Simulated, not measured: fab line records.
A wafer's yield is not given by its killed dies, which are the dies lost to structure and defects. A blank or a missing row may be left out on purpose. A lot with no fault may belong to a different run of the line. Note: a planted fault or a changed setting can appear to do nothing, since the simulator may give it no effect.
8D (eight disciplines) problem report, filled in by code | flow gf180mcu | the parts of the form that need people (team, actions taken, sign-off) are left out

## 1. THE ISSUE
Mean of heater power total W at GF_V2_PEB_12: 86.71 W across 6 wafers in 2 lots; on wafers with no fault it is 85.70 W (standard deviation 0.084). That is +12 standard deviations from the usual mean.
The step: peb time 90 s.
Earliest sighting: wafer L929.1 on litho track-01 at day 25 04:53. The record holds 42 wafers of 14 lots with a number at this step. The rule behind "out" and "out of limits": a value lying over 4 standard deviations away from the usual mean. Any other wafer with a number is counted as sound.

## 2. WHAT IT IS; WHAT IT IS NOT
question                    | is                     | is not
which readings at this step | heater power total W   | -
which lots                  | L929, L930             | L916, L917, L918, L919, L920, L921, L926, L933, L936, L937, L938, L939
which wafers of those lots  | all that have a number | -
read on which tools         | litho track-01         | litho track-02, litho track-04
when                        | from day 25 04:53      | up to then (21 sound wafers); but 15 sound wafers of L933, L936, L937, L938, L939 came after

## 3. WHAT RULES OUT EACH SUSPECT
Counting: a tool stays on the suspect list if, at a process step up to the reading, it processed all lots that are out and no sound lot following the first of them.
- pvd sputter-04 at GF_M2_SPUTTER_03 (material Ti, target thk 10 nm, time 6.7 s): ruled out as a lasting fault. After its first lot that is out, L929 (day 23 07:31), sound lots L938, L939 ran on it.
- litho track-01 at GF_V2_PEB_12 (peb time 90 s): kept. It ran every lot that is out, first L929 (day 25 04:53), and no sound lot after that; its last sound lot up to then is L921 (day 21 23:23). Its own readings are out on those wafers: heater power total W.
Remaining after the count: litho track-01 at GF_V2_PEB_12.

## 4. THE CAUSE (what the simulator had put in)
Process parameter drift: litho track-01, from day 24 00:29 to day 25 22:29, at GF_V2_PEB_12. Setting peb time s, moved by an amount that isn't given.
Only this tool survived the counting.

## 5. THE EFFECT CHAIN, in route order
Rows list readings where the struck wafers' mean (over those with a number) sits beyond 3 standard deviations from the usual. Only readings for which the record gives a usual standard deviation are gone through. hours: the time from each lot's start at the first step in this table that gives one to its start at this step, as a median over the lots. sigmas: the change in usual standard deviations.
hours | step         | reading              | usual   | on struck wafers | change | sigmas
0     | GF_V2_PEB_12 | heater power total W | 85.70 W | 86.71            | +1.01  | +12
Its process steps:
- GF_V2_PEB_12: peb time 90 s.
Later measuring or inspecting steps at which every struck wafer that the step has a row for has a number for every such reading, and none has moved that far: GF_V2_CD_MEAS_14.

## 6. WHAT WOULD HAVE CAUGHT IT SOONER
The fault began at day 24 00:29; the first out-of-limits reading in this record came at day 25 04:53, 28 hours later.
